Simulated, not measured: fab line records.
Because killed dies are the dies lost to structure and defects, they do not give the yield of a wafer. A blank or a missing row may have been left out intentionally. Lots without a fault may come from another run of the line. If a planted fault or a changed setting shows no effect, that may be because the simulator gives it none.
Struck lot and sound lot, side by side	flow sky130	14 steps out of a route of 708
Sound: wafers L184.3, L184.4, L184.6. Struck: wafers L203.1, L203.4, L203.5. At the end, the cause is stated.
For every step that has rows: the tool of each side, followed by ch and its chambers, followed by its first start. Under that, the readings that differ: sound wafers	struck wafers	difference of the means	sigmas: that difference in standard deviations of wafers without a fault.
alike: a reading whose means differ by less than 2 such deviations, as well as words and numbers matching on both sides. not compared: withheld readings; readings where some wafer has no value; bounds like >300 that might hide an equal value; numbers whose values overlap and for which the record gives no deviation.
A row with sigmas, a row that says differs or no value, or rows on one side alone: a step with any of these is where the two part. Numbers that don't overlap but have no deviation are shown without sigmas and don't part them. A reading missing from all wafers of one side parts the sides only when that side holds two or more wafers.

first, 2 steps without rows for these wafers: SKY_PWDE_PEB_05; SKY_PWDE_DEVELOP_06 (develop time 60 s).
SKY_PWDE_OVL_MEAS_07:
  struck on overlay-01, day 8 11:52; sound on overlay-02, day 4 02:16
  alike: PWDE_OVL
next, for these wafers, 1 step has no rows: SKY_PWDE_IMPLANT_08.
SKY_PWDE_STRIP_09: strips in O2/N2.
  sound on plasma_asher-01 ch 0,1, day 4 02:28; struck on plasma_asher-03 ch 0,1, day 8 12:03
  alike: drypump_motor_current_A, oes_product_au, strip_time_to_endpoint_s
  not compared: rf_hours_counter_h
SKY_PWDE_TW_MEAS_10:
  struck on film_metro-04, day 8 12:09; sound on film_metro-01, day 4 02:33
  alike: PWDE_TW
then, 6 steps without rows for these wafers: SKY_NWELL_DEHYDRATE_03 (time 60 s); SKY_NWELL_HMDS_04 (prime time 60 s); SKY_NWELL_COAT_05 (resist thk 3000 nm); SKY_NWELL_SOFTBAKE_06; SKY_NWELL_EXPOSE_07 (exposes mask NWM, target cd 840 nm); SKY_NWELL_PEB_08.
SKY_NWELL_DEVELOP_09: develop time 60 s.
  sound on litho_track-04 ch 0, day 4 19:00; struck on litho_track-01, day 9 09:00
  no value came back on the struck wafers for chill_plate_temp_C (C), develop_time_s (s); on the sound wafers chill_plate_temp_C (C) reads 22.97 23.05 23.05
SKY_NWELL_OVL_MEAS_10:
  struck on overlay-01, day 9 09:58; sound on overlay-02, day 4 19:44
reading	sound	struck	difference	sigmas
NWELL_00_OVL (nm)	-0.1 1.2 -0.7	- - -	no value on the struck wafers	

## WHERE THEY PART
First at SKY_NWELL_DEVELOP_09; last, within this record, at SKY_NWELL_OVL_MEAS_10.

WHY: what had been put in by the simulator
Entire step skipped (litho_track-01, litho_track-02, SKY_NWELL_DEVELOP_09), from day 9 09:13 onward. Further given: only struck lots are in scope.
